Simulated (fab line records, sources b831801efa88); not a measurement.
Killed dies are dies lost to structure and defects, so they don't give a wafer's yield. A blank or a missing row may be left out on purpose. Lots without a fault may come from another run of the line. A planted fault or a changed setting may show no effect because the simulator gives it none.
fab line records | flow sky130
record lots=24 wafers=72 last_day=50
route steps=708 shown LI_CONTACT@381 METAL1@454 METAL3@534 CAPM@538 VIA3@587 METAL5@666
lots that met no fault: from a run of the same line without faults
start_h: hours from the record's first day to the start of the lot's first wafer shown | wait_h: hours since the lot's step before | " the same as in the row above | L1.1+2: a row that stands for several wafers | - no value, or no start given | * or withheld: withheld | < > ~ a bound
route shown NAME@n: a module of which the file shows steps, and the number in the route of the first | usual: mean/standard deviation of fault-free wafers | same: alike in all rows | chamber/n: place in a boat | sites: the reading at each site | _std_site: their standard deviation | _edge_site: outer sites' mean less inner sites' | radius_mm: how far each site lies from the wafer's centre | mask NAME#n: copy n | behind: the tool/chamber that last shaped the wafer | hold: why the lot was held/for how many hours/how that ended | device: the transistor (n, p or np) that didn't switch | end of line: the same wafers' tests at the end of the route | a step without rows: its recipe alone | killed: dies lost to structure and defects at the first sort, not the wafer's yield | map: a wafer's dies, x killed, . not, _ none there
set.NAME: the setting as run; set.NAME@STEP: as run at that earlier step | model.NAME: the simulator's own value behind a step, which no gauge read
steps of the route over a sample of lots; a table a step, a row a wafer
services: from which hour (start_h, from the record's first day; less than 0 if before it) a tool's chamber was out of use, for how many hours, and why
## steps
# step SKY_LI_CONTACT_SPUTTER_19
# recipe material=Ti target_thk_nm=20 chamber_pressure_pa=5 power_w=2500 substrate_temp_c=200 time_s=106.37
# usual substrate_temp_c=199.96/0.15 throttle_valve_pct=29.6/0.71
# columns lot.wafer tool chamber start_h wait_h substrate_temp_c throttle_valve_pct
L074.1 pvd_sputter-01 - 658.81 0.0 199.95 28.5
L074.4 " - " " 199.68 29.8
L074.6 " - " " 199.85 29.5
L075.2 pvd_sputter-04 - 680.60 0.0 200.22 30.5
L075.3 " - " " 199.73 29.4
L075.6 " - " " 199.89 28.6
L076.1 pvd_sputter-01 - 682.83 0.0 200.12 29.9
L076.2 " - " " 199.90 30.7
L076.5 " - " " 200.00 28.9
L077.2 pvd_sputter-03 - 691.65 0.0 200.10 30.3
L077.3 " - " " 199.97 28.4
L077.4 " - " " 199.93 28.7
L078.2 pvd_sputter-03 - 726.69 0.0 199.90 30.2
L078.5 " - " " 199.70 28.9
L078.6 " - " " 199.90 30.4
L079.1 pvd_sputter-03 - 733.06 0.0 200.10 29.1
L079.3 " - " " 200.28 28.4
L079.6 " - " " 199.89 28.3
L080.1 pvd_sputter-01 - 733.76 0.0 199.96 30.1
L080.2 " - " " 199.89 29.5
L080.3 " - " " 199.77 30.6
L081.2 pvd_sputter-04 - 734.64 0.0 199.94 29.8
L081.4 " - " " 200.19 30.5
L081.5 " - " " 199.89 29.3
L082.1 pvd_sputter-04 - 739.59 0.0 199.89 29.1
L082.2 " - " " 199.91 30.7
L082.5 " - " " 200.14 29.8
L083.3 pvd_sputter-01 - 749.31 0.0 199.84 30.3
L083.4 " - " " 199.81 28.8
L083.6 " - " " 199.92 29.4
L085.1 pvd_sputter-03 - 759.14 0.0 199.83 30.1
L085.3 " - " " 199.65 28.3
L085.4 " - " " 200.01 29.1
L084.2 pvd_sputter-04 - 761.19 0.0 199.69 29.3
L084.3 " - " " 200.07 29.1
L084.4 " - " " 199.97 29.8
L086.1 pvd_sputter-03 - 766.81 0.0 199.72 28.1
L086.4 " - " " 200.19 28.9
L086.6 " - " " 200.08 29.8
L087.2 pvd_sputter-01 - 776.51 0.0 200.01 28.9
L087.5 " - " " 199.99 29.0
L087.6 " - " " 199.95 29.5
L088.1 pvd_sputter-04 - 781.94 0.0 200.09 29.8
L088.3 " - " " 199.83 30.5
L088.5 " - " " 200.03 28.7
L090.1 pvd_sputter-04 - 814.91 0.0 200.14 28.8
L090.4 " - " " 199.84 30.3
L090.6 " - " " 199.74 30.6
L091.1 pvd_sputter-04 - 818.31 0.0 200.03 28.8
L091.2 " - " " 199.97 30.5
L091.4 " - " " 199.82 29.7
L089.2 pvd_sputter-04 - 821.24 0.0 199.99 29.7
L089.4 " - " " 199.93 29.0
L089.5 " - " " 199.98 29.5
L092.1 pvd_sputter-01 - 821.59 0.0 199.92 29.6
L092.3 " - " " 199.85 29.9
L092.5 " - " " 199.87 29.2
L093.3 pvd_sputter-04 - 825.54 0.0 199.86 29.1
L093.4 " - " " 200.36 30.5
L093.6 " - " " 200.02 29.7
L094.1 pvd_sputter-01 - 843.66 0.0 199.84 29.0
L094.5 " - " " 200.00 28.6
L094.6 " - " " 200.03 29.8
L095.1 pvd_sputter-04 - 853.56 0.0 200.23 30.9
L095.2 " - " " 199.86 28.5
L095.4 " - " " 200.11 29.7
L097.2 pvd_sputter-04 - 854.71 0.0 200.06 29.7
L097.3 " - " " 200.16 28.7
L097.6 " - " " 200.03 28.8
L096.1 pvd_sputter-01 - 859.36 0.0 199.94 28.6
L096.2 " - " " 200.14 29.8
L096.3 " - " " 199.96 29.5
# step SKY_METAL1_STRIP_20
# recipe chemistry=O2/N2 power_w=1400 pressure_mtorr=1500 platen_temp_c=withheld o2_flow_sccm=3000 n2_flow_sccm=300 overash_fraction=0.5
# usual drypump_motor_current_A=5.6/0.38 oes_product_au=0.342/0.0049 strip_time_to_endpoint_s=2.69/0.04
# same overash_fraction=0.5
# columns lot.wafer tool chamber start_h wait_h drypump_motor_current_A oes_product_au rf_hours_counter_h strip_time_to_endpoint_s
L074.1 plasma_asher-04 1 746.82 0.1 6.0 0.341 0 2.66
L074.4 " 0 " " 6.1 0.343 - 2.69
L074.6 " 1 " " 6.0 0.341 - 2.70
L075.2 plasma_asher-03 0 767.97 0.1 5.5 0.342 92 2.66
L075.3 " 0 " " 5.5 0.344 - 2.72
L075.6 " 0 " " 5.5 0.339 - 2.64
L076.1 plasma_asher-03 1 769.37 0.1 5.8 0.344 92 2.70
L076.2 " 0 " " 5.5 0.341 92 2.61
L076.5 " 1 " " 5.8 0.339 - 2.66
L077.2 plasma_asher-03 1 779.58 0.1 5.7 0.334 93 2.62
L077.3 " 1 " " 5.7 0.340 - 2.60
L077.4 " 0 " " 5.5 0.336 - 2.65
L078.2 plasma_asher-04 0 810.93 0.1 6.1 0.333 7 2.65
L078.5 " 0 " " 6.1 0.345 - 2.65
L078.6 " 1 " " 6.0 0.343 - 2.69
L079.1 plasma_asher-01 1 817.73 0.1 5.3 0.342 39 2.68
L079.3 " 0 " " 4.8 0.337 - 2.69
L079.6 " 0 " " 4.8 0.339 - 2.68
L080.1 plasma_asher-01 0 819.38 0.1 4.8 0.341 39 2.67
L080.2 " 1 " " 5.3 0.337 39 2.68
L080.3 " 1 " " 5.3 0.344 - 2.67
L081.2 plasma_asher-03 1 820.07 0.1 5.7 0.338 97 2.64
L081.4 " 1 " " 5.7 0.341 - 2.67
L081.5 " 1 " " 5.7 0.338 - 2.63
L082.1 plasma_asher-04 1 824.42 0.1 6.0 0.345 8 2.65
L082.2 " 0 " " 6.1 0.340 8 2.66
L082.5 " 1 " " 6.0 0.340 - 2.69
L083.3 plasma_asher-04 1 832.56 0.1 6.0 0.343 - 2.70
L083.4 " 0 " " 6.1 0.338 - 2.64
L083.6 " 1 " " 6.0 0.339 - 2.72
L085.1 plasma_asher-03 1 842.47 0.1 5.7 0.346 99 2.68
L085.3 " 1 " " 5.8 0.337 - 2.70
L085.4 " 0 " " 5.5 0.337 - 2.69
L084.2 plasma_asher-03 1 844.97 0.1 5.8 0.344 99 2.73
L084.3 " 1 " " 5.8 0.339 - 2.69
L084.4 " 0 " " 5.5 0.341 - 2.72
L086.1 plasma_asher-03 0 849.62 0.1 5.5 0.344 100 2.69
L086.4 " 1 " " 5.7 0.339 - 2.75
L086.6 " 1 " " 5.7 0.349 - 2.77
L087.2 plasma_asher-03 1 858.73 0.1 5.7 0.344 101 2.72
L087.5 " 0 " " 5.5 0.346 - 2.72
L087.6 " 1 " " 5.7 0.346 - 2.72
L088.1 plasma_asher-04 0 864.83 0.1 6.1 0.350 12 2.77
L088.3 " 1 " " 6.0 0.346 - 2.73
L088.5 " 1 " " 6.0 0.351 - 2.72
L090.1 plasma_asher-04 0 895.63 0.1 6.1 0.348 16 2.74
L090.4 " 1 " " 6.0 0.343 - 2.74
L090.6 " 0 " " 6.1 0.345 - 2.71
L091.1 plasma_asher-01 0 899.72 0.1 4.8 0.339 46 2.66
L091.2 " 1 " " 5.3 0.337 46 2.73
L091.4 " 1 " " 5.3 0.348 - 2.73
L089.2 plasma_asher-04 1 903.28 0.1 6.0 0.342 17 2.67
L089.4 " 1 " " 6.0 0.344 - 2.69
L089.5 " 0 " " 6.1 0.340 - 2.66
L092.1 plasma_asher-01 1 903.63 0.1 5.3 0.345 46 2.72
L092.3 " 0 " " 4.8 0.338 - 2.67
L092.5 " 0 " " 4.8 0.346 - 2.69
L093.3 plasma_asher-04 0 906.00 0.1 6.1 0.339 - 2.76
L093.4 " 1 " " 6.0 0.349 - 2.68
L093.6 " 1 " " 6.0 0.343 - 2.73
L094.1 plasma_asher-01 0 924.17 0.1 4.8 0.336 48 2.64
L094.5 " 1 " " 5.3 0.342 - 2.64
L094.6 " 0 " " 4.8 0.331 - 2.71
L095.1 plasma_asher-03 1 934.38 0.1 5.7 0.342 109 2.71
L095.2 " 0 " " 5.5 0.343 109 2.66
L095.4 " 0 " " 5.5 0.331 - 2.64
L097.2 plasma_asher-03 0 935.33 0.1 5.5 0.340 109 2.70
L097.3 " 1 " " 5.8 0.333 - 2.71
L097.6 " 1 " " 5.8 0.344 - 2.69
L096.1 plasma_asher-03 0 939.55 0.1 5.5 0.346 110 2.75
L096.2 " 1 " " 5.7 0.345 110 2.74
L096.3 " 1 " " 5.8 0.345 - 2.78
# step SKY_METAL3_SPUTTER_02
# recipe material=AlCu target_thk_nm=735 power_w=10600 time_s=39.1 chamber_pressure_pa=0.4
# usual throttle_valve_pct=29.7/0.83
# columns lot.wafer tool chamber start_h wait_h throttle_valve_pct
L074.1 pvd_sputter-01 - 831.14 0.0 30.6
L074.4 " - " " 29.7
L074.6 " - " " 29.7
L075.2 pvd_sputter-04 - 851.54 0.0 29.2
L075.3 " - " " 30.7
L075.6 " - " " 29.1
L076.1 pvd_sputter-01 - 855.34 0.0 30.7
L076.2 " - " " 30.1
L076.5 " - " " 29.9
L077.2 pvd_sputter-04 - 862.49 0.0 29.6
L077.3 " - " " 29.4
L077.4 " - " " 30.6
L078.2 pvd_sputter-01 - 893.88 0.0 29.5
L078.5 " - " " 28.9
L078.6 " - " " 29.4
L079.1 pvd_sputter-04 - 900.47 0.0 28.7
L079.3 " - " " 29.6
L079.6 " - " " 29.7
L080.1 pvd_sputter-01 - 902.85 0.0 29.9
L080.2 " - " " 29.6
L080.3 " - " " 29.0
L081.2 pvd_sputter-02 - 905.43 0.0 29.8
L081.4 " - " " 29.9
L081.5 " - " " 30.3
L082.1 pvd_sputter-01 - 907.03 0.0 29.4
L082.2 " - " " 29.5
L082.5 " - " " 29.0
L083.3 pvd_sputter-02 - 916.19 0.0 30.1
L083.4 " - " " 32.3
L083.6 " - " " 30.1
L085.1 pvd_sputter-01 - 922.83 0.0 28.7
L085.3 " - " " 29.4
L085.4 " - " " 30.5
L084.2 pvd_sputter-01 - 928.33 0.0 29.9
L084.3 " - " " 30.5
L084.4 " - " " 29.7
L086.1 pvd_sputter-02 - 932.23 0.0 32.2
L086.4 " - " " 30.3
L086.6 " - " " 32.2
L087.2 pvd_sputter-04 - 939.45 0.0 29.6
L087.5 " - " " 28.8
L087.6 " - " " 29.3
L088.1 pvd_sputter-04 - 946.66 0.0 28.8
L088.3 " - " " 28.8
L088.5 " - " " 29.5
L090.1 pvd_sputter-04 - 974.65 0.0 30.5
L090.4 " - " " 29.6
L090.6 " - " " 28.7
L091.1 pvd_sputter-04 - 979.23 0.0 29.5
L091.2 " - " " 28.8
L091.4 " - " " 29.2
L089.2 pvd_sputter-01 - 984.72 0.0 29.3
L089.4 " - " " 28.6
L089.5 " - " " 30.6
L092.1 pvd_sputter-04 - 984.89 0.0 30.5
L092.3 " - " " 29.5
L092.5 " - " " 30.6
L093.3 pvd_sputter-01 - 985.77 0.0 28.8
L093.4 " - " " 29.7
L093.6 " - " " 29.6
L094.1 pvd_sputter-04 - 1003.76 0.0 30.6
L094.5 " - " " 29.4
L094.6 " - " " 30.5
L095.1 pvd_sputter-01 - 1011.20 0.0 29.3
L095.2 " - " " 30.7
L095.4 " - " " 29.2
L097.2 pvd_sputter-04 - 1012.05 0.0 29.6
L097.3 " - " " 28.8
L097.6 " - " " 30.6
L096.1 pvd_sputter-02 - 1017.16 0.0 30.1
L096.2 " - " " 32.2
L096.3 " - " " 29.9
# step SKY_CAPM_THK_MEAS_01
# recipe reads=SiO2_of_CAPM_CVD_00
# usual CAPM_CVD_00_THK=15.56/0.25
# columns lot.wafer tool chamber start_h wait_h CAPM_CVD_00_THK[nm]
L074.1 film_metro-04 - 831.27 - 15.38
L074.4 " - " " 15.83
L074.6 " - " " 15.83
L075.2 film_metro-04 - 851.68 - 15.54
L075.3 " - " " 15.91
L075.6 " - " " 15.95
L076.1 film_metro-04 - 855.47 - 15.46
L076.2 " - " " 15.55
L076.5 " - " " 15.74
L077.2 film_metro-04 - 862.63 - 15.50
L077.3 " - " " 15.50
L077.4 " - " " 15.98
L078.2 film_metro-04 - 894.02 - 15.78
L078.5 " - " " 16.19
L078.6 " - " " 15.95
L079.1 film_metro-02 - 900.60 - 15.39
L079.3 " - " " 15.40
L079.6 " - " " 15.66
L080.1 film_metro-04 - 902.97 - 15.74
L080.2 " - " " 15.40
L080.3 " - " " 15.77
L081.2 film_metro-04 - 905.56 - 15.27
L081.4 " - " " 15.31
L081.5 " - " " 15.58
L082.1 film_metro-02 - 907.16 - 15.56
L082.2 " - " " 15.19
L082.5 " - " " 15.64
L083.3 film_metro-01 - 916.33 - 15.47
L083.4 " - " " 15.68
L083.6 " - " " 15.67
L085.1 film_metro-02 - 922.96 - 15.32
L085.3 " - " " 15.36
L085.4 " - " " 15.50
L084.2 film_metro-01 - 928.46 - 15.58
L084.3 " - " " 15.66
L084.4 " - " " 16.03
L086.1 film_metro-02 - 932.35 - 15.35
L086.4 " - " " 15.59
L086.6 " - " " 15.42
L087.2 film_metro-01 - 939.59 - 15.50
L087.5 " - " " 15.78
L087.6 " - " " 15.71
L088.1 film_metro-01 - 946.78 - 15.34
L088.3 " - " " 15.24
L088.5 " - " " 15.43
L090.1 film_metro-04 - 974.79 - 15.18
L090.4 " - " " 15.46
L090.6 " - " " 15.52
L091.1 film_metro-04 - 979.36 - 15.96
L091.2 " - " " 15.65
L091.4 " - " " 16.14
L089.2 film_metro-01 - 984.86 - 15.06
L089.4 " - " " 15.38
L089.5 " - " " 15.65
L092.1 film_metro-02 - 985.02 - 15.61
L092.3 " - " " 15.36
L092.5 " - " " 15.69
L093.3 film_metro-02 - 985.91 - 15.28
L093.4 " - " " 15.46
L093.6 " - " " 15.69
L094.1 film_metro-01 - 1003.89 - 15.54
L094.5 " - " " 15.23
L094.6 " - " " 15.67
L095.1 film_metro-02 - 1011.33 - 15.30
L095.2 " - " " 15.24
L095.4 " - " " 15.67
L097.2 film_metro-01 - 1012.19 - 15.55
L097.3 " - " " 15.06
L097.6 " - " " 15.58
L096.1 film_metro-02 - 1017.29 - 15.05
L096.2 " - " " 15.17
L096.3 " - " " 15.02
# step SKY_VIA3_ETCH_14
# recipe chemistry=N2/H2 target=BARC ion_energy_ev=200 source_w=500 bias_w=100 pressure_mtorr=30 n2_flow_sccm=100 h2_flow_sccm=200 stop_on=SiO2 time_s=45.9 target_depth_a=600
# usual drypump_motor_current_A=5.6/0.53 oes_product_au=0.855/0.0044 throttle_valve_pct=13.225/0.0085
# columns lot.wafer tool chamber start_h wait_h drypump_motor_current_A oes_product_au rf_hours_counter_h throttle_valve_pct
L074.1 rie_diel-01 0 910.32 0.0 4.8 0.857 22 13.233
L074.4 " 1 " " 6.0 0.856 10 13.222
L074.6 " 1 " " 6.0 0.858 - 13.227
L075.2 rie_diel-01 3 929.79 0.0 6.0 0.858 3 13.236
L075.3 " 2 " " 5.0 0.860 25 13.238
L075.6 " 2 " " 5.0 0.858 - 13.219
L076.1 rie_diel-04 2 932.79 0.0 5.2 0.858 13 13.231
L076.2 " 1 " " 6.1 0.857 26 13.220
L076.5 " 0 " " 5.0 0.855 - 13.220
L077.2 rie_diel-03 0 940.29 0.0 5.6 0.860 6 13.228
L077.3 " 3 " " 5.4 0.858 12 13.232
L077.4 " 1 " " 6.0 0.858 16 13.222
L078.2 rie_diel-01 0 969.49 0.0 4.8 0.855 24 13.240
L078.5 " 3 " " 6.0 0.854 - 13.241
L078.6 " 0 " " 4.8 0.860 - 13.236
L079.1 rie_diel-04 3 977.74 0.0 5.1 0.856 13 13.220
L079.3 " 0 " " 5.0 0.852 6 13.223
L079.6 " 1 " " 6.0 0.857 - 13.226
L080.1 rie_diel-01 2 978.62 0.0 5.0 0.858 26 13.233
L080.2 " 1 " " 6.1 0.854 12 13.230
L080.3 " 0 " " 4.8 0.860 24 13.199
L081.2 rie_diel-04 3 982.19 0.0 5.1 0.853 13 13.225
L081.4 " 1 " " 6.0 0.846 27 13.234
L081.5 " 1 " " 6.0 0.854 - 13.210
L082.1 rie_diel-01 1 982.77 0.0 6.1 0.859 12 13.216
L082.2 " 3 " " 6.0 0.858 4 13.228
L082.5 " 3 " " 6.0 0.852 - 13.224
L083.3 rie_diel-04 0 991.27 0.0 5.0 0.856 6 13.216
L083.4 " 3 " " 5.2 0.851 14 13.221
L083.6 " 3 " " 5.1 0.853 - 13.237
L085.1 rie_diel-03 1 996.64 0.0 6.0 0.848 18 13.242
L085.3 " 0 " " 5.6 0.857 8 13.228
L085.4 " 0 " " 5.6 0.857 - 13.222
L084.2 rie_diel-04 3 1002.97 0.0 5.1 0.859 14 13.221
L084.3 " 2 " " 5.2 0.857 15 13.223
L084.4 " 0 " " 5.0 0.852 6 13.225
L086.1 rie_diel-03 2 1006.97 0.0 6.7 0.855 16 13.221
L086.4 " 2 " " 6.6 0.857 - 13.223
L086.6 " 1 " " 6.0 0.847 - 13.209
L087.2 rie_diel-04 1 1012.89 0.0 6.0 0.861 28 13.230
L087.5 " 2 " " 5.2 0.858 - 13.234
L087.6 " 3 " " 5.1 0.862 - 13.228
L088.1 rie_diel-03 3 1023.97 0.0 5.4 0.859 15 13.214
L088.3 " 3 " " 5.4 0.852 - 13.222
L088.5 " 3 " " 5.4 0.856 - 13.219
L090.1 rie_diel-03 0 1043.82 0.0 5.6 0.852 10 13.219
L090.4 " 3 " " 5.4 0.857 16 13.227
L090.6 " 3 " " 5.4 0.864 - 13.211
L091.1 rie_diel-03 0 1049.44 0.0 5.6 0.859 10 13.222
L091.2 " 2 " " 6.6 0.863 18 13.235
L091.4 " 1 " " 6.0 0.850 19 13.232
L089.2 rie_diel-01 2 1054.89 0.0 5.0 0.853 29 13.228
L089.4 " 0 " " 4.8 0.858 26 13.238
L089.5 " 1 " " 6.1 0.852 - 13.218
L092.1 rie_diel-01 2 1055.54 0.0 5.0 0.858 29 13.216
L092.3 " 1 " " 6.1 0.856 15 13.225
L092.5 " 1 " " 6.1 0.851 - 13.218
L093.3 rie_diel-03 2 1056.54 0.0 6.7 0.856 18 13.219
L093.4 " 0 " " 5.6 0.846 10 13.239
L093.6 " 1 " " 6.0 0.851 - 13.211
L094.1 rie_diel-04 0 1073.24 0.0 5.0 0.856 8 13.224
L094.5 " 0 " " 5.0 0.854 - 13.226
L094.6 " 1 " " 6.0 0.854 - 13.226
L097.2 rie_diel-03 3 1079.02 0.0 5.4 0.849 17 13.215
L097.3 " 1 " " 6.0 0.857 20 13.235
L097.6 " 1 " " 6.0 0.852 - 13.225
L095.1 rie_diel-04 2 1079.99 0.0 5.2 0.855 17 13.235
L095.2 " 1 " " 6.0 0.862 30 13.237
L095.4 " 3 " " 5.1 0.851 17 13.221
L096.1 rie_diel-03 2 1084.59 0.0 6.6 0.852 19 13.238
L096.2 " 0 " " 5.6 0.854 11 13.229
L096.3 " 1 " " 6.1 0.845 21 13.222
# step SKY_METAL5_RS_MEAS_05
# recipe thk_meas_gauge=four-point-probe reads=TiN_of_METAL5_SPUTTER_04+Ti_of_METAL5_SPUTTER_03+AlCu_of_METAL5_SPUTTER_02+TiN_of_METAL5_SPUTTER_01+Ti_of_METAL5_SPUTTER_00
# usual METAL5_ALCU_RS=0.02705/0.00025
# columns lot.wafer tool chamber start_h wait_h METAL5_ALCU_RS[ohm/sq]
L074.1 film_metro-02 - 988.23 0.0 0.02748
L074.4 " - " " 0.02725
L074.6 " - " " 0.0274
L075.2 film_metro-04 - 1008.04 0.0 0.02735
L075.3 " - " " 0.02696
L075.6 " - " " 0.02723
L076.1 film_metro-02 - 1009.56 0.0 0.0273
L076.2 " - " " 0.0272
L076.5 " - " " 0.02708
L077.2 film_metro-01 - 1015.87 0.0 0.02704
L077.3 " - " " 0.0272
L077.4 " - " " 0.02741
L078.2 film_metro-01 - 1042.99 0.0 0.02749
L078.5 " - " " 0.02724
L078.6 " - " " 0.02709
L079.1 film_metro-01 - 1050.78 0.0 0.02726
L079.3 " - " " 0.02723
L079.6 " - " " 0.02728
L080.1 film_metro-01 - 1052.19 0.0 0.02715
L080.2 " - " " 0.027
L080.3 " - " " 0.02693
L081.2 film_metro-01 - 1054.74 0.0 0.02699
L081.4 " - " " 0.02659
L081.5 " - " " 0.02685
L082.1 film_metro-02 - 1055.80 0.0 0.02685
L082.2 " - " " 0.02696
L082.5 " - " " 0.02674
L083.3 film_metro-01 - 1063.64 0.1 0.02707
L083.4 " - " " 0.02692
L083.6 " - " " 0.02732
L085.1 film_metro-01 - 1067.12 0.0 0.02709
L085.3 " - " " 0.02682
L085.4 " - " " 0.02696
L084.2 film_metro-04 - 1074.96 0.0 0.02758
L084.3 " - " " 0.02723
L084.4 " - " " 0.02735
L086.1 film_metro-02 - 1078.40 0.0 0.02735
L086.4 " - " " 0.02745
L086.6 " - " " 0.02736
L087.2 film_metro-02 - 1083.47 0.0 0.02654
L087.5 " - " " 0.02687
L087.6 " - " " 0.02671
L088.1 film_metro-04 - 1091.80 0.0 0.02667
L088.3 " - " " 0.02628
L088.5 " - " " 0.02652
L090.1 film_metro-04 - 1111.48 0.0 0.02728
L090.4 " - " " 0.02716
L090.6 " - " " 0.02673
L091.1 film_metro-02 - 1116.71 0.0 0.02713
L091.2 " - " " 0.02715
L091.4 " - " " 0.02692
L089.2 film_metro-01 - 1121.26 0.0 0.02704
L089.4 " - " " 0.02695
L089.5 " - " " 0.02683
L092.1 film_metro-04 - 1122.42 0.0 0.02712
L092.3 " - " " 0.02683
L092.5 " - " " 0.02707
L093.3 film_metro-02 - 1123.08 0.1 0.02683
L093.4 " - " " 0.02679
L093.6 " - " " 0.02678
L094.1 film_metro-01 - 1138.15 0.0 0.02727
L094.5 " - " " 0.02729
L094.6 " - " " 0.02737
L097.2 film_metro-02 - 1143.79 0.0 0.02698
L097.3 " - " " 0.02704
L097.6 " - " " 0.02705
L095.1 film_metro-04 - 1144.04 0.0 0.02732
L095.2 " - " " 0.0269
L095.4 " - " " 0.02697
L096.1 film_metro-04 - 1148.71 0.0 0.02693
L096.2 " - " " 0.02687
L096.3 " - " " 0.02713
## services
# columns tool chamber start_h hours kind
pvd_sputter-04 - 635.10 2.6 repair
rie_diel-04 0 643.15 6.1 repair
plasma_asher-04 - 644.00 2.8 pm
rie_diel-03 - 644.35 2.8 pm
pvd_sputter-04 - 658.45 0.5 repair
rie_diel-04 3 665.45 4.1 repair
pvd_sputter-01 - 668.52 1.2 repair
pvd_sputter-01 - 672.52 2.3 repair
rie_diel-03 3 673.39 11.8 repair
pvd_sputter-01 - 680.54 0.5 repair
plasma_asher-03 - 681.79 2.5 repair
rie_diel-03 0 705.10 8.4 repair
rie_diel-04 - 721.22 2.8 pm
plasma_asher-03 - 768.52 0.8 repair
plasma_asher-03 - 834.24 7.6 repair
plasma_asher-03 - 865.08 4.4 repair
pvd_sputter-01 - 886.78 1.3 repair
rie_diel-03 2 996.17 9.0 repair
rie_diel-03 3 1006.65 16.6 repair
pvd_sputter-01 - 1008.20 1.7 repair
rie_diel-03 0 1022.02 4.3 repair
rie_diel-03 1 1023.64 2.3 repair
plasma_asher-03 - 1055.28 9.0 pm
pvd_sputter-01 - 1070.65 1.8 repair
## key
fault none
